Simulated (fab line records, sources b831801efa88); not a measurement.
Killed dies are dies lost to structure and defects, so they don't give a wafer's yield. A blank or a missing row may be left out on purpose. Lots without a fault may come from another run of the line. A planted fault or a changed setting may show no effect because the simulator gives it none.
Tool commonality check | flow sky130 | 14 lots, 42 wafers sampled

WHY IT WAS OPENED
At SKY_LDD_LDN_TW_MEAS_13 the reading LDD_LDN_TW is flagged on 2 of 14 lots. Wafers without a fault read 1488, standard deviation 13.
Rule: a lot is flagged when every wafer of it that has a number lies more than 4 standard deviations from that mean, or none has a number. The other lots count as sound.

lot  | measured     | on            | LDD_LDN_TW, wafer by wafer | flag
L716 | day 23 19:21 | film_metro-02 | 1496 1492 1494             |
L717 | day 24 09:05 | film_metro-03 | 1494 1489 1486             |
L720 | day 25 02:56 | film_metro-04 | 1365 1362 1365             | FLAGGED
L721 | day 25 10:24 | film_metro-03 | 1490 1498 1493             |
L722 | day 25 13:33 | film_metro-03 | 1389 1384 1388             | FLAGGED
L728 | day 27 21:52 | film_metro-04 | 1471 1472 1476             |
L729 | day 28 07:52 | film_metro-03 | 1481 1483 1484             |
L732 | day 29 07:42 | film_metro-02 | 1507 1509 1491             |
L733 | day 29 09:29 | film_metro-04 | 1481 1480 1479             |
L735 | day 30 00:52 | film_metro-03 | 1491 1490 1484             |
L736 | day 30 10:21 | film_metro-04 | 1472 1474 1489             |
L737 | day 30 18:28 | film_metro-04 | 1481 1479 1478             |
L738 | day 31 01:05 | film_metro-04 | 1471 1469 1469             |
L739 | day 31 08:32 | film_metro-04 | 1462 1468 1473             |
The numbers of the flagged lots are 1376 on average: -112 against the usual, or -9 standard deviations.

WHICH TOOL RAN EACH LOT
The record holds 1 process step before the reading, out of a route of 708 steps. In each cell: the tool, then ch and the chambers that the sampled wafers went through, then the start.
lot  | flag    | SKY_LDD_LDN_IMPLANT_09
L716 |         | implanter-01 ch 0, day 23 18:49
L717 |         | implanter-04 ch 0, day 24 08:32
L720 | FLAGGED | implanter-04 ch 0, day 25 02:23
L721 |         | implanter-01 ch 0, day 25 09:51
L722 | FLAGGED | implanter-04 ch 0, day 25 13:00
L728 |         | implanter-01 ch 0, day 27 21:20
L729 |         | implanter-01 ch 0, day 28 07:19
L732 |         | implanter-02 ch 0, day 29 07:09
L733 |         | implanter-04 ch 0, day 29 08:56
L735 |         | implanter-01 ch 0, day 30 00:19
L736 |         | implanter-04 ch 0, day 30 09:49
L737 |         | implanter-02 ch 0, day 30 17:56
L738 |         | implanter-04 ch 0, day 31 00:34
L739 |         | implanter-04 ch 0, day 31 07:59
What these steps do:
- SKY_LDD_LDN_IMPLANT_09
- SKY_LDD_LDN_TW_MEAS_13

FLAGGED OVER TOTAL, TOOL BY TOOL (the gauges that took the reading come last)
step                   | tool          | lots run | flagged | share of the flagged lots | sound lots run after its first flagged lot
SKY_LDD_LDN_IMPLANT_09 | implanter-01  | 5        | 0       | none                      | -
SKY_LDD_LDN_IMPLANT_09 | implanter-02  | 2        | 0       | none                      | -
SKY_LDD_LDN_IMPLANT_09 | implanter-04  | 7        | 2       | all                       | 4 (L733,L736,L738,L739)
SKY_LDD_LDN_TW_MEAS_13 | film_metro-02 | 2        | 0       | none                      | -
SKY_LDD_LDN_TW_MEAS_13 | film_metro-03 | 5        | 1       | some                      | 2 (L729,L735)
SKY_LDD_LDN_TW_MEAS_13 | film_metro-04 | 7        | 1       | some                      | 6 (L728,L733,L736,L737,L738,L739)

WHAT THE TABLE ALLOWS
1 row of the table ran every flagged lot: implanter-04 at SKY_LDD_LDN_IMPLANT_09.
- implanter-04 at SKY_LDD_LDN_IMPLANT_09: 2 of its 7 lots flagged. Sound lots ran on it after the first flagged one (L733, L736, L738, L739), which a lasting fault on the whole tool wouldn't allow. Its own readings lie more than 4 standard deviations out on every wafer of the flagged lots: dose_ions_cm2, faraday_current_uA.
No row of the table ran every flagged lot and no sound lot after the first.

WHAT THE SIMULATOR HAD PUT IN
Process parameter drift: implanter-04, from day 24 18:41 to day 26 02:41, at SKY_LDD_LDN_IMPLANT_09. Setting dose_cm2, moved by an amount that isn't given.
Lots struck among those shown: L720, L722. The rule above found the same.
